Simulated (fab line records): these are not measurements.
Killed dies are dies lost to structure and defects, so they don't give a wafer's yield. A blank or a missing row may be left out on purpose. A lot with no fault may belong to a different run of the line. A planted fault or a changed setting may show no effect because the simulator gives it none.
Comparing a struck lot with a sound one / flow sky130 / 31 out of 708 route steps
Sound: wafers L816.1, L816.5, L816.6. Wafers struck: L832.1, L832.2, L832.6. The cause is named last.
Per side, at each step with rows, come the tool, then ch with its chambers, and then its first start. Under that, the readings that differ: sound wafers / struck wafers / difference of the means / sigmas: that difference in standard deviations of wafers without a fault.
alike: readings with means less than 2 such deviations apart, plus words and numbers identical on both sides. not compared: withheld readings, readings lacking a value on some wafer, bounds such as >300 that could conceal the same value, and numbers that have no deviation in the record and whose values overlap.
The two part at a step that has a row with sigmas, a row that says differs or no value, or rows on one side only. Numbers that have no deviation but don't overlap get no sigmas and don't part them. A reading missing from all wafers of one side parts the sides only when that side holds two or more wafers.

first, 1 step without rows for these wafers: SKY_PWDE_IMPLANT_08.
SKY_PWDE_STRIP_09: strips in O2/N2.
  sound on plasma asher-03 ch 0,1, day 4 23:38; struck on plasma asher-03 ch 0,1, day 9 03:29
  alike: chamber pressure mTorr, drypump motor current A, oes product au, strip time to endpoint s
  not compared: rf hours counter h
SKY_PWDE_TW_MEAS_10:
  struck on film metro-02, day 9 03:35; sound on film metro-02, day 4 23:44
  alike: PWDE_TW
then, 7 steps without rows for these wafers: SKY_NWELL_DEHYDRATE_03 (time 60 s); SKY_NWELL_HMDS_04 (prime time 60 s); SKY_NWELL_COAT_05 (resist thk 3000 nm); SKY_NWELL_SOFTBAKE_06; SKY_NWELL_EXPOSE_07 (exposes mask NWM, target cd 840 nm); SKY_NWELL_PEB_08; SKY_NWELL_DEVELOP_09 (develop time 60 s).
SKY_NWELL_OVL_MEAS_10:
  struck on overlay-01, day 10 01:51; sound on overlay-02, day 5 17:39
  alike: NWELL_00_OVL
following that, these wafers have no rows for 1 step: SKY_NWELL_IMPLANT_11.
SKY_NWELL_IMPLANT_12:
  sound on implanter-03 ch 0, day 5 17:50; struck on implanter-03 ch 0, day 10 02:02
reading=dose ions cm2; sound=1.3015e+12 1.3001e+12 1.2991e+12; struck=1.4881e+12 1.488e+12 1.489e+12; difference=+1.8813e+11; sigmas=+99 or more
reading=faraday current uA; sound=7.11 7.29 7.63; struck=8.42 8.43 8.52; difference=+1.11; sigmas=+7
  alike: beam energy keV
following that, these wafers have no rows for 1 step: SKY_NWELL_IMPLANT_13.
SKY_NWELL_STRIP_14: strips in O2/N2.
  sound on plasma asher-02 ch 0,1, day 5 18:08; struck on plasma asher-02 ch 0,1, day 10 02:20
  alike: chamber pressure mTorr, drypump motor current A, oes product au, strip time to endpoint s
  not compared: rf hours counter h
SKY_NWELL_TW_MEAS_15:
  struck on film metro-04, day 10 02:26; sound on film metro-02, day 5 18:14
reading=NWELL_TW; sound=1818 1828 1828; struck=1874 1877 1870; difference=+49; sigmas=+3
then, 7 steps without rows for these wafers: SKY_NWELL_DEHYDRATE_16 (time 60 s); SKY_NWELL_HMDS_17 (prime time 60 s); SKY_NWELL_COAT_18 (resist thk 3000 nm); SKY_NWELL_SOFTBAKE_19; SKY_NWELL_EXPOSE_20 (exposes mask NWM COMPLEMENT, target cd 840 nm); SKY_NWELL_PEB_21; SKY_NWELL_DEVELOP_22 (develop time 60 s).
SKY_NWELL_OVL_MEAS_23:
  struck on overlay-01, day 11 02:02; sound on overlay-02, day 6 11:40
  alike: NWELL_01_OVL
following that, these wafers have no rows for 1 step: SKY_NWELL_IMPLANT_24.
SKY_NWELL_STRIP_25: strips in O2/N2.
  sound on plasma asher-01 ch 0,1, day 6 11:51; struck on plasma asher-04 ch 0,1, day 11 02:14
  alike: chamber pressure mTorr, drypump motor current A, oes product au, strip time to endpoint s
  not compared: rf hours counter h
SKY_NWELL_TW_MEAS_26:
  struck on film metro-03, day 11 02:20; sound on film metro-02, day 6 11:57
  alike: NWELL_2_TW
then, 1 step without rows for these wafers: SKY_NWELL_CLEAN_27 (cleans in SC1/SC2, time 150 s).
SKY_NWELL_RTA_28: time 30 s.
  sound on rtp anneal-02 ch 0, day 6 12:04; struck on rtp anneal-02 ch 0, day 11 02:26
  alike: chamber o2 ppm, lamp power pct, ramp up c per s, wafer_temp_C_max
SKY_NWELL_RS_MEAS_29: a four-point-probe measurement.
  struck on film metro-04, day 11 02:32; sound on film metro-02, day 6 12:10
reading=NWELL_RS (ohm/sq); sound=627.2 627.8 625.7; struck=618.9 618.4 618.6; difference=-8.3; sigmas=-5
-- the record jumps here: 40 days lie between the struck wafers' starts before and after (it left off in module NWELL and takes up again in module PAD_OPEN, whose first step shown is number 708 of the route) --
SKY_PAD_OPEN_PROBE_99:
  struck on prober-01, day 51 02:43; sound on prober-01, day 47 07:22
reading=killed at other; sound=0 0 7; struck=0 0 2; difference=-2; sigmas=-2
reading=model.etest.tip_p_5v.rs ohm sq; sound=2876 2892 2888; struck=2915 2902 2893; difference=+18; sigmas=
reading=model.etest.pfet_01v8_lvt.off log10 a um; sound=-8.922 -8.875 -8.922; struck=-9.304 -9.168 -9.338; difference=-0.364; sigmas=
reading=model.etest.pfet_01v8_lvt.vt sat v (V); sound=-0.4601 -0.4544 -0.4633; struck=-0.4726 -0.4712 -0.4724; difference=-0.0128; sigmas=
  alike: killed_at_M0_to_M3, killed_at_M4_up, killed at contacts, killed at front end, killed dies, killed open, killed short
  not compared: model.etest.pfet g5v0d10v5.off log10 a um, model.etest.pfet g5v0d10v5.vt sat v, model.etest.pfet_16v.vt v, model.etest.pfet g5v0d10v5.vt v, model.etest.pfet g5v0d10v5.vt long v

WHERE THEY PART
Earliest at SKY_NWELL_IMPLANT_12; latest, in this record, at SKY_PAD_OPEN_PROBE_99.

WHY: what had been put in by the simulator
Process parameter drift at SKY_NWELL_IMPLANT_12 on implanter-03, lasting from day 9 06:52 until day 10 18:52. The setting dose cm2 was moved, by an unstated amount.
